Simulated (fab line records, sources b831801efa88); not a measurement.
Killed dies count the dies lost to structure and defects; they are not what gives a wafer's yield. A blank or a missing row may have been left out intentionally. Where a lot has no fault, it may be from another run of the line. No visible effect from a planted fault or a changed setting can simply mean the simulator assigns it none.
Which tool is to blame? | flow sky130 | route of 708 steps, sampled at 1 step: 6 lots, 18 wafers

== WHAT EACH GAUGE READ, for each wafer ==
SKY_METAL1_CD_MEAS_15 targets a cd of 140 nm.
lot  | measured     | on       | cdNm (nm)
L284 | day 33 09:15 | cdSem-01 | 140.2 140.3 139.9
L286 | day 34 12:28 | cdSem-02 | 140.0 139.9 139.4
L288 | day 34 21:49 | cdSem-01 | 139.5 139.2 140.5
L290 | day 35 19:04 | cdSem-02 | 138.1 137.5 138.7
L299 | day 38 06:08 | cdSem-02 | 142.3 141.6 141.6
L304 | day 39 11:59 | cdSem-02 | 140.2 139.8 139.0

== EACH LOT AND THE TOOL THAT RAN IT (in order: tool; ch and the chambers of the sampled wafers; start) ==
Before these readings, the record contains no process step.

== THE ANSWER, worked out from the rows above alone ==
Rule: usual is defined by the lots themselves. The widest of any qualifying gaps counts: lots, ordered by their means at a reading, are off when they make up no more than a third of the lots, leave a main group of 4 or more, and stand apart from it by 3 or more times the standard deviation of that group's means. A main group is skipped when, at the precision printed for the reading in the tables above, its means are all equal. A lot without any number at a reading at which 4 lots or more have one is off too. Any other lot the step has rows for is counted as sound.
None of the lots is off at any reading shown; this tells nothing.

== WHAT WAS PUT IN BY THE SIMULATOR ==
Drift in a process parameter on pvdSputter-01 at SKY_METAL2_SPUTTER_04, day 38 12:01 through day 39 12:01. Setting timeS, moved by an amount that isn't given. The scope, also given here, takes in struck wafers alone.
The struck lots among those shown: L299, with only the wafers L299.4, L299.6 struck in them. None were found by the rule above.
